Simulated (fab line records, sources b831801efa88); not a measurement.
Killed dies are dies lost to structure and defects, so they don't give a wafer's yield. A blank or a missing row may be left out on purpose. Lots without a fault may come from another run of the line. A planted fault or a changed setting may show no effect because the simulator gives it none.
A struck lot beside a sound one | flow sky130 | 45 steps out of a route of 708
Sound: wafers L217.2, L217.3, L217.5. Struck: wafers L226.1, L226.2, L226.4. The cause comes at the end.
At each step with rows: each side's tool, then ch and its chambers, then its first start. Under that, the readings that differ: sound wafers | struck wafers | difference of the means | sigmas: that difference in standard deviations of wafers without a fault.
alike: readings whose means differ by less than 2 such deviations, and words and numbers that are the same on both sides. not compared: withheld readings, readings that some wafer has no value for, bounds like >300 that may hide the same value, and numbers for which the record gives no deviation and whose values overlap.
The two part at a step that has a row with sigmas, a row that says differs or no value, or rows on one side only. Numbers that don't overlap but have no deviation are shown without sigmas and don't part them. A reading that every wafer of one side lacks parts them only if that side has two wafers or more.

first, 1 step without rows for these wafers: SKY_VT_ADJUST_NCORE_IMPLANT_09.
SKY_VT_ADJUST_NCORE_STRIP_10: strips in O2/N2.
  sound on plasma_asher-01 ch 0,1, day 8 06:13; struck on plasma_asher-03 ch 0,1, day 11 11:02
  alike: drypump_motor_current_A, oes_product_au, strip_time_to_endpoint_s
  not compared: rf_hours_counter_h
SKY_VT_ADJUST_NCORE_TW_MEAS_11:
  sound on film_metro-01, day 8 06:20; struck on film_metro-02, day 11 11:08
  alike: VT_ADJUST_NCORE_TW
then, 7 steps without rows for these wafers: SKY_VT_ADJUST_HVTR_DEHYDRATE_00 (time 60 s); SKY_VT_ADJUST_HVTR_HMDS_01 (prime time 60 s); SKY_VT_ADJUST_HVTR_COAT_02 (resist thk 1140 nm); SKY_VT_ADJUST_HVTR_SOFTBAKE_03 (time 60 s); SKY_VT_ADJUST_HVTR_EXPOSE_04 (exposes mask HVTRM, target cd 380 nm); SKY_VT_ADJUST_HVTR_PEB_05; SKY_VT_ADJUST_HVTR_DEVELOP_06 (develop time 60 s).
SKY_VT_ADJUST_HVTR_CD_MEAS_07: target cd 380 nm.
  sound on cd_sem-02, day 9 02:44; struck on cd_sem-02, day 12 10:35
  reading    | sound             | struck            | difference | sigmas
  cd_nm (nm) | 380.5 384.7 383.8 | 376.8 375.2 375.6 | -7.1       | -3
SKY_VT_ADJUST_HVTR_OVL_MEAS_08:
  sound on overlay-01, day 9 02:51; struck on overlay-01, day 12 10:43
  alike: VT_ADJUST_HVTR_OVL
SKY_VT_ADJUST_HVTR_IMPLANT_09:
  sound on implanter-01 ch 0, day 9 02:55; struck on implanter-01 ch 0, day 12 10:44
  reading       | sound                            | struck                          | difference  | sigmas
  dose_ions_cm2 | 2.1072e+12 2.1016e+12 2.1014e+12 | 2.0534e+12 2.0547e+12 2.054e+12 | -4.9367e+10 | -22
SKY_VT_ADJUST_HVTR_STRIP_10: strips in O2/N2.
  sound on plasma_asher-04 ch 0,1, day 9 03:02; struck on plasma_asher-02 ch 0,1, day 12 10:53
  reading                     | sound          | struck         | difference | sigmas
  drypump_motor_current_A (A) | 5.28 5.51 5.52 | 5.99 6.06 6.01 | +0.58      | +2
  alike: oes_product_au, strip_time_to_endpoint_s
  not compared: rf_hours_counter_h
SKY_VT_ADJUST_HVTR_TW_MEAS_11:
  sound on film_metro-01, day 9 03:08; struck on film_metro-01, day 12 10:59
  alike: VT_ADJUST_HVTR_TW
then, 7 steps without rows for these wafers: SKY_VT_ADJUST_PCH_DEHYDRATE_00 (time 60 s); SKY_VT_ADJUST_PCH_HMDS_01 (prime time 60 s); SKY_VT_ADJUST_PCH_COAT_02 (resist thk 3000 nm); SKY_VT_ADJUST_PCH_SOFTBAKE_03; SKY_VT_ADJUST_PCH_EXPOSE_04 (exposes mask NWM, target cd 840 nm); SKY_VT_ADJUST_PCH_PEB_05; SKY_VT_ADJUST_PCH_DEVELOP_06 (develop time 60 s).
SKY_VT_ADJUST_PCH_OVL_MEAS_07:
  sound on overlay-02, day 10 00:44; struck on overlay-01, day 13 12:17
  alike: VT_ADJUST_PCH_OVL
then, 1 step without rows for these wafers: SKY_VT_ADJUST_PCH_IMPLANT_08.
SKY_VT_ADJUST_PCH_STRIP_09: strips in O2/N2.
  sound on plasma_asher-01 ch 1, day 10 00:55; struck on plasma_asher-03 ch 0,1, day 13 12:28
  reading                     | sound       | struck      | difference | sigmas
  drypump_motor_current_A (A) | 4.9 4.9 4.9 | 5.9 5.8 5.9 | +1.0       | +3
  alike: oes_product_au, strip_time_to_endpoint_s
  not compared: rf_hours_counter_h
SKY_VT_ADJUST_PCH_TW_MEAS_10:
  sound on film_metro-04, day 10 01:02; struck on film_metro-03, day 13 12:34
  alike: VT_ADJUST_PCH_TW
then, 7 steps without rows for these wafers: SKY_SONOS_TUNNEL_DEHYDRATE_00 (time 60 s); SKY_SONOS_TUNNEL_HMDS_01 (prime time 60 s); SKY_SONOS_TUNNEL_COAT_02 (resist thk 1140 nm); SKY_SONOS_TUNNEL_SOFTBAKE_03 (time 60 s); SKY_SONOS_TUNNEL_EXPOSE_04 (exposes mask TUNM, target cd 410 nm); SKY_SONOS_TUNNEL_PEB_05; SKY_SONOS_TUNNEL_DEVELOP_06 (develop time 60 s).
SKY_SONOS_TUNNEL_CD_MEAS_07: target cd 410 nm.
  sound on cd_sem-02, day 11 00:26; struck on cd_sem-02, day 14 14:37
  reading    | sound             | struck            | difference | sigmas
  cd_nm (nm) | 411.1 412.1 409.6 | 405.0 405.6 403.0 | -6.4       | -3
SKY_SONOS_TUNNEL_OVL_MEAS_08:
  sound on overlay-01, day 11 00:32; struck on overlay-02, day 14 14:44
  alike: SONOS_TUNNEL_OVL
then, 3 steps without rows for these wafers: SKY_SONOS_TUNNEL_IMPLANT_09; SKY_SONOS_TUNNEL_WET_ETCH_10 (etches SiO2 in dHF, target depth 14 nm, time 280 s); SKY_SONOS_TUNNEL_STRIP_11 (strips in SPM, time 600 s).
SKY_SONOS_TUNNEL_TW_MEAS_12:
  sound on film_metro-02, day 11 01:01; struck on film_metro-02, day 14 15:12
  alike: SONOS_TUNNEL_TW
then, 2 steps without rows for these wafers: SKY_SONOS_TUNNEL_CLEAN_13 (cleans in dHF, time 20 s); SKY_SONOS_ONO_OXIDATION_00 (stabilise 600 s, purge 300 s, target thk 2.6 nm).
SKY_SONOS_ONO_THK_MEAS_01:
  sound on film_metro-01, day 11 02:59; struck on film_metro-03, day 14 16:50
  alike: SONOS_ONO_OXIDATION_THK
SKY_VIA2_DEVELOP_11: develop time 60 s.
  sound on litho_track-04 ch 0; struck on litho_track-03 ch 0
  reading                | sound             | struck            | difference | sigmas
  chill_plate_temp_C (C) | 23.18 23.04 23.18 | 23.04 22.71 22.93 | -0.24      | -2
  not compared: model.VIA2.cd_nm
-- the record jumps here: 25 days lie between the struck wafers' starts before and after --
SKY_VIA2_ETCH_15: etches SiO2 in C4F8/O2/Ar, stops on TiN, target depth 546 nm, time 84 s.
  sound on rie_diel-02 ch 0,1,2, day 35 22:20; struck on rie_diel-03 ch 0,2,3, day 39 05:49
  alike: oes_product_au
  not compared: rf_hours_counter_h, model.VIA2.cd_nm
-- the record jumps here: 9 days lie between the struck wafers' starts before and after (it left off in module VIA2 and takes up again in module PAD_OPEN, whose first step shown is number 708 of the route) --
SKY_PAD_OPEN_PROBE_99:
  the record has rows for the struck wafers here (prober-02, day 47 21:25) and none for the sound ones

WHERE THEY PART
First at SKY_VT_ADJUST_HVTR_CD_MEAS_07; last, within this record, at SKY_PAD_OPEN_PROBE_99.

WHY: what the simulator had put in
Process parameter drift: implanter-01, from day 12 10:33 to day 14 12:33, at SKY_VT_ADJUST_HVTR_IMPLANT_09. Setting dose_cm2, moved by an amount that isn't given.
